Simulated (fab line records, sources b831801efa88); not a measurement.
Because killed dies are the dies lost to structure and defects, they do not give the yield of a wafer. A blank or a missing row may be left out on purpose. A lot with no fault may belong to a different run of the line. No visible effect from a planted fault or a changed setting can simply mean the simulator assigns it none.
Struck lot and sound lot, side by side ; flow sky130 ; 17 steps out of a route of 708
Sound: the wafers L404.1, L404.3, L404.6. The struck wafers were L409.3, L409.4, L409.5. The cause is named last.
Each step with rows lists, per side, the tool, then ch with its chambers, then its first start. Under that, the readings that differ: sound wafers ; struck wafers ; difference of the means ; sigmas: that difference in standard deviations of wafers without a fault.
alike: readings with means less than 2 such deviations apart, plus words and numbers identical on both sides. not compared: withheld readings, readings lacking a value on some wafer, bounds such as >300 that could conceal the same value, and numbers that have no deviation in the record and whose values overlap.
Wherever a step has rows on one side only, a row that says differs or no value, or a row with sigmas, the two part there. When numbers do not overlap yet have no deviation, they are printed without sigmas and do not part them. Lack of a reading on every wafer of one side parts them only where that side has two or more wafers.

SKY_NWELL_OVL_MEAS_23:
  sound: overlay-01 at day 6 07:13; struck: overlay-02 at day 7 13:18
  alike: NWELL_01_OVL
after that, 1 step had no rows for these wafers: SKY_NWELL_IMPLANT_24.
SKY_NWELL_STRIP_25: strips in O2/N2.
  sound on plasmaAsher-03 ch 0,1, day 6 07:24; struck on plasmaAsher-03 ch 0,1, day 7 13:31
  alike: drypumpMotorCurrentA, oesProductAu, stripTimeToEndpointS
  not compared: rfHoursCounterH
SKY_NWELL_TW_MEAS_26:
  sound: filmMetro-03 at day 6 07:30; struck: filmMetro-03 at day 7 13:35
  alike: NWELL_2_TW
then, 1 step without rows for these wafers: SKY_NWELL_CLEAN_27 (cleans in SC1/SC2, time 150 s).
SKY_NWELL_RTA_28: time 30 s.
  sound on rtpAnneal-01 ch 0, day 6 07:37; struck on rtpAnneal-01 ch 0, day 7 13:43
  alike: annealTempCMax, lampPowerPct, wafer_temp_C_max
SKY_NWELL_RS_MEAS_29: a four-point-probe measurement.
  sound: filmMetro-01 at day 6 07:49; struck: filmMetro-03 at day 7 13:49
  alike: NWELL_RS
SKY_NWELL_RS_MEAS_31: a four-point-probe measurement.
  sound: filmMetro-01 at day 6 08:03; struck: filmMetro-03 at day 7 14:04
  alike: PWDE_RS
then, 3 steps without rows for these wafers: SKY_VT_ADJUST_HVTP_DEHYDRATE_00 (time 60 s); SKY_VT_ADJUST_HVTP_HMDS_01 (prime time 60 s); SKY_VT_ADJUST_HVTP_COAT_02 (resist thk 1140 nm).
SKY_VT_ADJUST_HVTP_SOFTBAKE_03: time 60 s.
  sound on lithoTrack-01 ch 0, day 6 16:41; struck on lithoTrack-01 ch 0, day 8 00:53
reading;sound;struck;difference;sigmas
heaterPowerTotalW (W);56.60 56.59 56.60;59.31 59.44 59.41;+2.79;+66
plateTempC (C);90.11 90.16 90.09;93.22 93.17 93.17;+3.07;+26
model.NOVOLAK_of_VT_ADJUST_HVTP_COAT_02.thkNm (nm);1144 1145 1146;1134 1135 1130;-12;
then, 2 steps without rows for these wafers: SKY_VT_ADJUST_HVTP_EXPOSE_04 (exposes mask HVTPM, target cd 380 nm); SKY_VT_ADJUST_HVTP_PEB_05.
SKY_VT_ADJUST_HVTP_DEVELOP_06: develop time 60 s.
  sound on lithoTrack-01 ch 0, day 7 02:50; struck on lithoTrack-02 ch 0, day 8 10:40
reading;sound;struck;difference;sigmas
model.NOVOLAK_of_VT_ADJUST_HVTP_COAT_02.thkNm (nm);1143 1145 1145;1133 1135 1130;-12;
SKY_VT_ADJUST_HVTP_CD_MEAS_07: target cd 380 nm.
  sound: cdSem-01 at day 7 02:59; struck: cdSem-02 at day 8 10:54
  alike: cdNm
after that, 1 step had no rows for these wafers: SKY_PAD_OPEN_PROBE_99.

== WHERE THEY PART ==
Only at SKY_VT_ADJUST_HVTP_SOFTBAKE_03, as far as this record shows. Later steps at which nothing parts them and some readings are alike: SKY_VT_ADJUST_HVTP_CD_MEAS_07.

WHY: what had been put in by the simulator
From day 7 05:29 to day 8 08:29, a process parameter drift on lithoTrack-01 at SKY_VT_ADJUST_HVTP_SOFTBAKE_03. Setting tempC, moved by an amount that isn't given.
